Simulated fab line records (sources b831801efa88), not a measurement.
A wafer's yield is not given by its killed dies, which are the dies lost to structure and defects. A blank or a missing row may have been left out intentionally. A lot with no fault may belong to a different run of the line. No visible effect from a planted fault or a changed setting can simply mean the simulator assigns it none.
fab line records | flow sky130
record: lots: 11 wafers: 33 lastDay: 49
route steps=708 shown LDD_P@262 LI_CONTACT@378 LOCAL_INTERCONNECT@387 CONTACT@422 PAD_OPEN@708
lots with no fault: from the same line, run without faults
startH: start of the lot's first displayed wafer, in hours after the record's first day | waitH: how many hours have passed since the lot's step before this one | " repeats the value in the row above | L1.1+2: a row that stands for several wafers | - no value, or no start given | * or withheld: withheld | < > ~ a bound
route shown NAME@n: NAME is a module with steps in the file, n the number in the route of the first one | usual: mean and standard deviation over wafers with no fault | same: alike in all rows | chamber/n: place in a boat | sites: the reading at each site | _std_site: their standard deviation | _edge_site: the outer-site mean with the inner-site mean subtracted | radiusMm: for every site, how far away it sits from the centre of the wafer | mask NAME#n: copy n | behind: the most recent tool/chamber to have shaped the wafer | hold: why the lot was held/for how many hours/how that ended | device: which transistor (n, p or np) failed to switch | end of line: the route-end tests of the same wafers | a step with no rows: only its recipe | killed: not the wafer's yield, but the dies lost to structure and defects at the first sort | map: shows each die of a wafer: x if killed, . if not, _ if none is there
set.NAME: the setting the step ran with; set.NAME@STEP: the setting that earlier step ran with | model.NAME: the simulator's own value behind a step, which no gauge read
steps of the route over a sample of lots; a table a step, a row a wafer
services: a tool's chamber out of use, with start hour (startH, from the record's first day; less than 0 if before it), hours out, and reason
== steps ==
step: SKY_LDD_P_CD_MEAS_07
recipe: targetCdNm: 380
usual: cdNm: 380.4/2.1
columns lot.wafer tool chamber startH waitH cdNm
L857.1 cdSem-02 - 463.98 0.1 383.0
L857.2 " - " " 384.8
L857.3 " - " " 384.2
L859.4 cdSem-01 - 474.74 0.1 381.2
L859.5 " - " " 377.9
L859.6 " - " " 380.4
L861.1 cdSem-02 - 492.18 0.1 380.6
L861.3 " - " " 380.5
L861.6 " - " " 383.2
L863.2 cdSem-01 - 515.68 0.1 381.7
L863.3 " - " " 379.5
L863.4 " - " " 379.4
L864.4 cdSem-02 - 527.32 0.1 380.2
L864.5 " - " " 379.5
L864.6 " - " " 380.9
L865.3 cdSem-02 - 528.60 0.1 381.1
L865.4 " - " " 382.6
L865.5 " - " " 383.0
L866.2 cdSem-02 - 554.93 0.1 377.2
L866.3 " - " " 378.2
L866.4 " - " " 378.0
L867.3 cdSem-02 - 557.20 0.1 383.6
L867.5 " - " " 381.7
L867.6 " - " " 381.1
L869.1 cdSem-02 - 566.93 0.1 378.4
L869.2 " - " " 380.9
L869.4 " - " " 378.7
L870.2 cdSem-02 - 572.18 0.1 381.9
L870.3 " - " " 381.0
L870.4 " - " " 381.8
L871.2 cdSem-02 - 575.43 0.1 380.8
L871.4 " - " " 381.2
L871.6 " - " " 381.4
step: SKY_LI_CONTACT_STRIP_16
recipe: chemistry: O2/N2 powerW: 1400 pressureMtorr: 1500 platenTempC: withheld o2FlowSccm: 3000 n2FlowSccm: 300 overashFraction: 0.5
usual: drypumpMotorCurrentA: 5.6/0.38 n2FlowSccm: 300.0/0.84 oesProductAu: 0.376/0.0046 stripTimeToEndpointS: 3.50/0.032
columns lot.wafer tool chamber startH waitH drypumpMotorCurrentA n2FlowSccm oesProductAu rfHoursCounterH stripTimeToEndpointS
L857.1 plasmaAsher-03 1 702.37 - 5.4 299.9 0.377 27 3.54
L857.2 " 0 " " 5.3 300.0 0.367 27 3.52
L857.3 " 0 " " 5.2 299.5 0.371 - 3.51
L859.4 plasmaAsher-03 0 714.40 - 5.3 299.1 0.381 - 3.50
L859.5 " 0 " " 5.3 299.6 0.383 - 3.49
L859.6 " 1 " " 5.4 300.4 0.380 - 3.50
L861.1 plasmaAsher-03 0 728.97 - 5.3 300.7 0.369 29 3.46
L861.3 " 1 " " 5.4 300.0 0.377 - 3.50
L861.6 " 0 " " 5.3 302.2 0.380 - 3.49
L863.2 plasmaAsher-03 0 750.52 - 5.2 300.0 0.372 31 3.49
L863.3 " 0 " " 5.3 300.9 0.373 - 3.51
L863.4 " 1 " " 5.4 299.4 0.385 - 3.48
L864.4 plasmaAsher-03 0 762.20 - 5.3 299.5 0.378 - 3.47
L864.5 " 1 " " 5.4 301.2 0.371 - 3.48
L864.6 " 0 " " 5.3 300.5 0.375 - 3.47
L865.3 plasmaAsher-04 1 762.90 - 5.8 300.3 0.376 - 3.54
L865.4 " 0 " " 5.4 299.2 0.376 - 3.57
L865.5 " 0 " " 5.4 299.3 0.377 - 3.53
L866.2 plasmaAsher-03 1 785.39 - 5.4 301.1 0.387 35 3.52
L866.3 " 0 " " 5.3 300.8 0.378 - 3.54
L866.4 " 1 " " 5.4 300.5 0.382 - 3.49
L867.3 plasmaAsher-03 1 787.33 - 5.4 298.5 0.379 - 3.48
L867.5 " 0 " " 5.3 299.8 0.380 - 3.49
L867.6 " 1 " " 5.4 299.9 0.382 - 3.49
L869.1 plasmaAsher-02 1 797.42 - 5.4 299.7 0.383 6 3.50
L869.2 " 0 " " 6.3 299.6 0.377 6 3.47
L869.4 " 1 " " 5.4 298.6 0.375 - 3.47
L870.2 plasmaAsher-04 0 801.49 - 5.4 300.0 0.382 96 3.50
L870.3 " 0 " " 5.4 300.2 0.372 - 3.50
L870.4 " 1 " " 5.8 299.9 0.375 - 3.51
L871.2 plasmaAsher-04 1 804.32 - 5.8 298.7 0.376 96 3.49
L871.4 " 1 " " 5.8 299.0 0.375 - 3.50
L871.6 " 0 " " 5.4 300.9 0.382 - 3.47
step: SKY_LOCAL_INTERCONNECT_SPUTTER_00
recipe: material: TiN targetThkNm: 100 tempC: 300 powerW: 6500 timeS: 83.3 chamberPressurePa: 0.4
usual: cathodeDcPowerW: 6499.9/1.2 chamberPressurePa: 0.4000/0.00091 throttleValvePct: 30.3/0.68
columns lot.wafer tool chamber startH waitH cathodeDcPowerW chamberPressurePa throttleValvePct
L857.1 pvdSputter-01 - 703.40 0.1 6501.8 0.3988 30.2
L857.2 " - " " 6500.2 0.4013 30.4
L857.3 " - " " 6498.9 0.3987 29.4
L859.4 pvdSputter-01 - 715.40 0.2 6499.9 0.4007 31.0
L859.5 " - " " 6498.4 0.4010 30.5
L859.6 " - " " 6499.4 0.4002 30.3
L861.1 pvdSputter-01 - 730.00 0.1 6500.0 0.3995 30.4
L861.3 " - " " 6502.6 0.3997 30.9
L861.6 " - " " 6502.1 0.4004 29.5
L863.2 pvdSputter-03 - 751.55 0.1 6500.7 0.3998 29.7
L863.3 " - " " 6500.0 0.4006 31.7
L863.4 " - " " 6499.4 0.4005 30.7
L864.4 pvdSputter-03 - 763.20 0.1 6497.9 0.4028 29.7
L864.5 " - " " 6501.7 0.4000 30.4
L864.6 " - " " 6500.6 0.4011 29.9
L865.3 pvdSputter-01 - 763.94 0.1 6501.1 0.4001 29.6
L865.4 " - " " 6501.0 0.3992 30.8
L865.5 " - " " 6497.7 0.3981 30.9
L866.2 pvdSputter-03 - 786.43 0.1 6498.6 0.3999 30.5
L866.3 " - " " 6499.6 0.4011 29.8
L866.4 " - " " 6499.3 0.3987 30.4
L867.3 pvdSputter-02 - 788.33 0.1 6500.0 0.4013 29.5
L867.5 " - " " 6497.5 0.3996 29.0
L867.6 " - " " 6499.3 0.4004 30.3
L869.1 pvdSputter-02 - 798.45 0.1 6500.3 0.3988 28.9
L869.2 " - " " 6500.3 0.4013 29.9
L869.4 " - " " 6499.9 0.3994 30.4
L870.2 pvdSputter-01 - 802.53 0.2 - - -
L870.3 " - " " - - -
L870.4 " - " " - - -
L871.2 pvdSputter-01 - 805.35 0.2 - - -
L871.4 " - " " - - -
L871.6 " - " " - - -
step: SKY_LOCAL_INTERCONNECT_RS_MEAS_01
recipe: thkMeasGauge: four-point-probe reads: TiN_of_LOCAL_INTERCONNECT_SPUTTER_00
usual: LOCAL_INTERCONNECT_TIN_RS: 14.16/0.14
columns lot.wafer tool chamber startH waitH LOCAL_INTERCONNECT_TIN_RS[ohm/sq]
L857.1 filmMetro-01 - 703.47 0.0 14.06
L857.2 " - " " 14.28
L857.3 " - " " 14.08
L859.4 filmMetro-01 - 715.53 0.1 14.56
L859.5 " - " " 14.42
L859.6 " - " " 14.44
L861.1 filmMetro-02 - 730.07 0.0 14.06
L861.3 " - " " 13.97
L861.6 " - " " 14.02
L863.2 filmMetro-03 - 751.64 0.1 13.88
L863.3 " - " " 13.96
L863.4 " - " " 14.02
L864.4 filmMetro-03 - 763.33 0.1 14.08
L864.5 " - " " 14.10
L864.6 " - " " 14.04
L865.3 filmMetro-03 - 764.04 0.1 14.08
L865.4 " - " " 14.01
L865.5 " - " " 14.18
L866.2 filmMetro-03 - 786.51 0.1 14.14
L866.3 " - " " 14.14
L866.4 " - " " 14.21
L867.3 filmMetro-02 - 788.43 0.1 14.36
L867.5 " - " " 14.37
L867.6 " - " " 14.42
L869.1 filmMetro-03 - 798.52 0.0 13.91
L869.2 " - " " 13.95
L869.4 " - " " 13.99
L870.2 filmMetro-03 - 802.61 0.1 -
L870.3 " - " " -
L870.4 " - " " -
L871.2 filmMetro-03 - 805.44 0.1 -
L871.4 " - " " -
L871.6 " - " " -
step: SKY_LOCAL_INTERCONNECT_THK_MEAS_02
recipe: thkMeasGauge: xrf reads: TiN_of_LOCAL_INTERCONNECT_SPUTTER_00
usual: LOCAL_INTERCONNECT_TIN_THK: 102.9/1
columns lot.wafer tool chamber startH waitH LOCAL_INTERCONNECT_TIN_THK[nm]
L857.1 filmMetro-01 - 703.59 0.1 103.7
L857.2 " - " " 102.2
L857.3 " - " " 103.9
L859.4 filmMetro-01 - 715.62 0.1 100.2
L859.5 " - " " 101.3
L859.6 " - " " 101.1
L861.1 filmMetro-02 - 730.19 0.1 102.2
L861.3 " - " " 103.3
L861.6 " - " " 103.1
L863.2 filmMetro-03 - 751.75 0.1 105.2
L863.3 " - " " 104.4
L863.4 " - " " 104.5
L864.4 filmMetro-03 - 763.42 0.1 103.8
L864.5 " - " " 103.9
L864.6 " - " " 103.8
L865.3 filmMetro-03 - 764.14 0.1 103.4
L865.4 " - " " 104.0
L865.5 " - " " 103.4
L866.2 filmMetro-03 - 786.62 0.1 103.0
L866.3 " - " " 102.7
L866.4 " - " " 102.0
L867.3 filmMetro-02 - 788.53 0.1 101.2
L867.5 " - " " 100.5
L867.6 " - " " 100.4
L869.1 filmMetro-03 - 798.64 0.1 104.6
L869.2 " - " " 104.1
L869.4 " - " " 104.8
L870.2 filmMetro-03 - 802.72 0.1 <0.0
L870.3 " - " " <0.0
L870.4 " - " " <0.0
L871.2 filmMetro-03 - 805.55 0.1 <0.0
L871.4 " - " " <0.0
L871.6 " - " " <0.0
step: SKY_CONTACT_ETCH_16
recipe: chemistry: N2/H2 target: BARC ionEnergyEv: 200 sourceW: 500 biasW: 100 pressureMtorr: 30 n2FlowSccm: 100 h2FlowSccm: 200 stopOn: SiO2 timeS: 45.9 targetDepthA: 600
usual: drypumpMotorCurrentA: 5.8/0.57 n2FlowSccm: 100.0/0.31 oesProductAu: 0.855/0.0048 rfFwdPowerW: 494.6/2.1 throttleValvePct: 13.226/0.0086
columns lot.wafer tool chamber startH waitH drypumpMotorCurrentA n2FlowSccm oesProductAu rfFwdPowerW rfHoursCounterH throttleValvePct
L857.1 rieDiel-02 1 760.87 0.0 5.9 100.4 0.852 494.4 7 13.228
L857.2 " 2 " " 5.0 100.3 0.861 496.1 17 13.224
L857.3 " 0 " " 6.6 99.6 0.852 493.4 7 13.226
L859.4 rieDiel-02 2 772.39 0.0 5.0 99.9 0.854 495.7 - 13.215
L859.5 " 1 " " 5.9 99.9 0.855 496.5 - 13.226
L859.6 " 0 " " 6.6 100.8 0.860 497.2 - 13.229
L861.1 rieDiel-02 0 786.67 0.0 6.6 100.0 0.857 494.1 9 13.220
L861.3 " 2 " " 5.0 99.8 0.855 492.5 19 13.210
L861.6 " 2 " " 5.0 99.7 0.858 493.6 - 13.225
L863.2 rieDiel-03 3 807.27 0.0 5.5 99.8 0.847 493.3 26 13.219
L863.3 " 0 " " 6.8 100.3 0.859 497.4 15 13.241
L863.4 " 2 " " 5.6 100.1 0.852 493.8 14 13.227
L864.4 rieDiel-03 3 818.64 0.0 5.6 100.1 0.856 495.4 27 13.231
L864.5 " 1 " " 5.8 100.0 0.856 492.8 - 13.217
L864.6 " 0 " " 6.8 100.1 0.846 494.0 - 13.230
L865.3 rieDiel-02 3 819.89 0.0 5.7 100.0 0.850 495.2 1 13.227
L865.4 " 0 " " 6.6 100.1 0.849 496.8 10 13.224
L865.5 " 3 " " 5.7 99.9 0.853 492.5 - 13.223
L866.2 rieDiel-02 0 841.44 0.0 6.5 100.7 0.851 494.8 10 13.221
L866.3 " 2 " " 5.0 99.7 0.851 493.9 20 13.225
L866.4 " 1 " " 6.0 99.9 0.855 496.1 9 13.215
L867.3 rieDiel-01 1 843.02 0.0 4.8 99.6 0.850 495.1 4 13.213
L867.5 " 1 " " 4.8 100.1 0.858 494.1 - 13.228
L867.6 " 0 " " 5.6 99.6 0.857 496.5 - 13.212
L869.1 rieDiel-02 3 854.69 0.0 5.7 99.9 0.853 494.5 3 13.227
L869.2 " 1 " " 5.9 99.9 0.856 497.4 10 13.218
L869.4 " 3 " " 5.7 100.5 0.864 492.7 - 13.223
step: SKY_PAD_OPEN_PROBE_99
usual: killed_at_M0_to_M3: 43/7.4 killed_at_M4_up: 3.3/2 killedAtContacts: 24/5.4 killedAtFrontEnd: 16/4.2 killedAtOther: 0.3/0.61 killedDies: 87/9.4 killedOnRim: 17/3.8 killedOpen: 47/7.3 killedShort: 40/6.7
same: grossDies: 492 killedAtBackSide: 0
columns lot.wafer tool chamber startH waitH killed_at_M0_to_M3 killed_at_M4_up killedAtContacts killedAtFrontEnd killedAtOther killedDies killedOnRim killedOpen killedShort
L861.1 prober-01 - 1115.83 0.1 47 1 24 24 0 96 25 51 45
L861.3 prober-01 - 1115.93 0.2 57 4 20 22 0 103 22 48 55
L861.6 prober-01 - 1116.08 0.2 48 1 35 17 0 101 20 67 34
L864.4 prober-02 - 1139.23 0.2 48 5 33 12 0 98 26 48 50
L864.5 prober-02 - 1139.28 0.2 41 5 28 20 3 97 14 48 49
L864.6 prober-02 - 1139.33 0.2 40 2 32 14 1 89 19 55 34
L866.2 prober-02 - 1155.43 0.1 61 5 14 14 0 94 18 55 39
L866.3 prober-02 - 1155.48 0.2 47 2 19 9 0 77 19 41 36
L866.4 prober-02 - 1155.53 0.2 48 6 17 14 0 85 18 41 44
L867.3 prober-01 - 1156.94 0.2 39 3 31 18 0 91 16 50 39
L867.5 prober-01 - 1157.04 0.2 42 7 32 16 0 97 13 57 40
L867.6 prober-01 - 1157.09 0.2 42 3 30 6 0 81 19 46 35
L870.2 prober-02 - 1167.08 0.1 12 2 473 4 1 492 96 12 9
L870.3 prober-02 - 1167.13 0.2 10 0 477 4 1 492 96 11 8
L870.4 prober-02 - 1167.18 0.2 14 0 474 4 0 492 96 14 7
L871.2 prober-02 - 1169.19 0.1 6 1 485 0 0 492 96 8 2
L871.4 prober-02 - 1169.29 0.2 17 0 472 3 0 492 96 16 9
L871.6 prober-02 - 1169.39 0.2 5 0 483 4 0 492 96 3 6
killed by level:class
L861.1 CONTACT:geometricParticle:open=12 VIA1:geometricParticle:open=9 VIA2:geometricParticle:open=8 VIA3:geometricParticle:open=7 POLY_GATE:geometricParticle:short=6 FIELD_ISO:geometricParticle:short=5 LOCAL_INTERCONNECT:geometricParticle:short=5 METAL2:geometricParticle:short=5
L861.3 METAL1:geometricParticle:short=11 VIA1:geometricParticle:open=10 VIA2:geometricParticle:short=9 VIA2:geometricParticle:open=8 CONTACT:geometricParticle:open=7 FIELD_ISO:geometricParticle:short=6 VIA3:geometricParticle:open=6 LI_CONTACT:geometricParticle:open=5
L861.6 CONTACT:geometricParticle:open=19 VIA1:geometricParticle:open=10 VIA2:geometricParticle:open=10 LI_CONTACT:geometricParticle:open=9 VIA3:geometricParticle:short=6 VIA3:geometricParticle:open=6 METAL1:geometricParticle:short=5 VIA2:geometricParticle:short=4
L864.4 LI_CONTACT:geometricParticle:open=12 CONTACT:geometricParticle:open=8 VIA2:geometricParticle:open=7 METAL2:geometricParticle:short=7 VIA1:geometricParticle:open=7 LI_CONTACT:geometricParticle:short=5 CONTACT:geometricParticle:short=5 VIA1:geometricParticle:short=5
L864.5 LOCAL_INTERCONNECT:geometricParticle:short=8 LI_CONTACT:geometricParticle:open=7 FIELD_ISO:geometricParticle:short=6 CONTACT:geometricParticle:open=6 METAL1:geometricParticle:short=6 METAL2:geometricParticle:short=6 VIA2:geometricParticle:open=6 FIELD_ISO:geometricParticle:open=5
L864.6 CONTACT:geometricParticle:open=14 LI_CONTACT:geometricParticle:open=9 VIA2:geometricParticle:open=8 VIA1:geometricParticle:open=6 VIA3:geometricParticle:open=6 CONTACT:geometricParticle:short=5 METAL1:geometricParticle:short=5 METAL2:geometricParticle:short=5
L866.2 VIA1:geometricParticle:open=17 VIA2:geometricParticle:open=9 VIA3:geometricParticle:open=8 LI_CONTACT:geometricParticle:open=7 METAL1:geometricParticle:short=6 VIA1:geometricParticle:short=5 METAL4:geometricParticle:short=5 FIELD_ISO:geometricParticle:short=4
L866.3 VIA3:geometricParticle:short=10 VIA2:geometricParticle:open=10 CONTACT:geometricParticle:open=6 VIA1:geometricParticle:short=6 VIA1:geometricParticle:open=6 VIA3:geometricParticle:open=6 METAL1:geometricParticle:open=5 LI_CONTACT:geometricParticle:short=4
L866.4 VIA2:geometricParticle:open=9 VIA1:geometricParticle:open=8 VIA1:geometricParticle:short=6 LI_CONTACT:geometricParticle:short=6 VIA3:geometricParticle:open=5 METAL4:geometricParticle:short=5 FIELD_ISO:geometricParticle:short=4 LI_CONTACT:geometricParticle:open=4
L867.3 CONTACT:geometricParticle:open=12 VIA3:geometricParticle:open=11 VIA1:geometricParticle:open=9 LOCAL_INTERCONNECT:geometricParticle:short=7 CONTACT:geometricParticle:short=6 VIA2:geometricParticle:open=6 FIELD_ISO:geometricParticle:short=5 FIELD_ISO:geometricParticle:open=4
L867.5 LI_CONTACT:geometricParticle:open=13 CONTACT:geometricParticle:open=11 VIA3:geometricParticle:open=10 VIA1:geometricParticle:open=8 FIELD_ISO:geometricParticle:short=7 CONTACT:geometricParticle:short=5 METAL1:geometricParticle:short=5 METAL4:geometricParticle:short=5
L867.6 VIA1:geometricParticle:open=13 CONTACT:geometricParticle:open=9 LI_CONTACT:geometricParticle:open=8 CONTACT:geometricParticle:short=6 METAL1:geometricParticle:short=5 VIA2:geometricParticle:open=5 VIA1:geometricParticle:short=4 LOCAL_INTERCONNECT:geometricParticle:short=3
L870.2 LOCAL_INTERCONNECT:lostPattern=469 VIA1:geometricParticle:open=6 FIELD_ISO:geometricParticle:open=2 CONTACT:geometricParticle:open=2 VIA1:geometricParticle:short=2 VIA2:geometricParticle:short=2 FIELD_ISO:geometricParticle:short=1 POLY_GATE:geometricParticle:open=1
L870.3 LOCAL_INTERCONNECT:lostPattern=471 CONTACT:geometricParticle:short=3 CONTACT:geometricParticle:open=3 VIA1:geometricParticle:open=3 POLY_GATE:geometricParticle:open=2 METAL2:geometricParticle:short=2 FIELD_ISO:geometricParticle:open=1 POLY_GATE:geometricParticle:short=1
L870.4 LOCAL_INTERCONNECT:lostPattern=470 VIA1:geometricParticle:open=7 METAL1:geometricParticle:short=3 FIELD_ISO:geometricParticle:open=2 POLY_GATE:geometricParticle:open=2 CONTACT:geometricParticle:open=2 METAL2:geometricParticle:short=2 LI_CONTACT:geometricParticle:open=1
L871.2 LOCAL_INTERCONNECT:lostPattern=479 LI_CONTACT:geometricParticle:open=4 CONTACT:geometricParticle:open=1 METAL1:geometricParticle:short=1 VIA1:geometricParticle:open=1 VIA2:geometricParticle:open=1 VIA3:geometricParticle:short=1 VIA3:geometricParticle:open=1
L871.4 LOCAL_INTERCONNECT:lostPattern=466 VIA1:geometricParticle:open=4 METAL3:geometricParticle:open=2 CONTACT:geometricParticle:open=2 METAL1:geometricParticle:short=2 VIA2:geometricParticle:open=2 METAL2:geometricParticle:short=2 METAL2:geometricParticle:open=2
L871.6 LOCAL_INTERCONNECT:lostPattern=482 POLY_GATE:geometricParticle:short=2 VIA1:geometricParticle:short=2 SONOS_ONO:geometricParticle:open=1 SPACER:geometricParticle:short=1 CONTACT:geometricParticle:short=1 VIA1:geometricParticle:open=1 VIA2:geometricParticle:open=1
== services ==
columns tool chamber startH hours kind
rieDiel-02 - 684.50 1.2 repair
pvdSputter-02 2 707.06 - consumableReplace:kit
pvdSputter-02 2 707.06 18.0 scheduledDown
pvdSputter-02 2 707.06 18.0 ventCycle
rieDiel-02 1 716.41 4.1 repair
plasmaAsher-03 - 719.11 4.5 repair
plasmaAsher-02 - 733.75 9.0 pm
rieDiel-01 0 738.58 8.0 repair
rieDiel-02 3 746.72 8.6 repair
rieDiel-02 3 758.02 6.4 repair
pvdSputter-03 3 764.06 - consumableReplace:kit
pvdSputter-03 3 764.06 18.0 scheduledDown
pvdSputter-03 3 764.06 18.0 ventCycle
rieDiel-02 3 764.46 - clean
rieDiel-02 3 764.46 16.8 scheduledDown
rieDiel-02 3 764.46 16.8 ventCycle
rieDiel-03 1 771.20 8.7 repair
pvdSputter-01 - 773.00 3.9 repair
plasmaAsher-04 - 779.48 10.0 repair
rieDiel-03 0 792.20 9.5 repair
plasmaAsher-04 - 826.84 14.6 pm
plasmaAsher-02 - 837.64 1.6 repair
pvdSputter-03 - 849.88 1.2 repair
rieDiel-02 0 854.46 4.2 repair
== key ==
firstSign: step: SKY_LOCAL_INTERCONNECT_SPUTTER_00 reading: toolRecord direction: missing
effect: step: SKY_LOCAL_INTERCONNECT_RS_MEAS_01 reading: LOCAL_INTERCONNECT_TIN_RS direction: missing
effect: step: SKY_LOCAL_INTERCONNECT_THK_MEAS_02 reading: LOCAL_INTERCONNECT_TIN_THK direction: down sigmas: 98 usual: 102.9 struck: <0.0
effect: step: SKY_PAD_OPEN_PROBE_99 reading: killedAtContacts direction: up sigmas: 85 usual: 24 struck: 477
metAt SKY_LOCAL_INTERCONNECT_SPUTTER_00
struckLots L870,L871
laterRowsLeftOut L870.2,L870.3,L870.4,L871.2,L871.4,L871.6
testerLeftOut L870,L871
notActingAt SKY_LDD_P_CD_MEAS_07,SKY_LI_CONTACT_STRIP_16,SKY_CONTACT_ETCH_16
onsetBetween 763.94 802.53
fault: kind: skippedStepWhole tool: pvdSputter-01 chamber: - onsetH: 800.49 steps: SKY_LOCAL_INTERCONNECT_SPUTTER_00 scope: struckLotsOnly
testerLeftOut: of these lots the tester's yield and bins aren't shown, on N5 and GAA mostly nor the transistor test; their killed dies are dies lost to structure and defects alone, not to doping, threshold or leakage, so they don't give the yield
laterRowsLeftOut: the simulator's readings of these wafers behind a module that went badly wrong aren't trusted and aren't shown, but for the sort
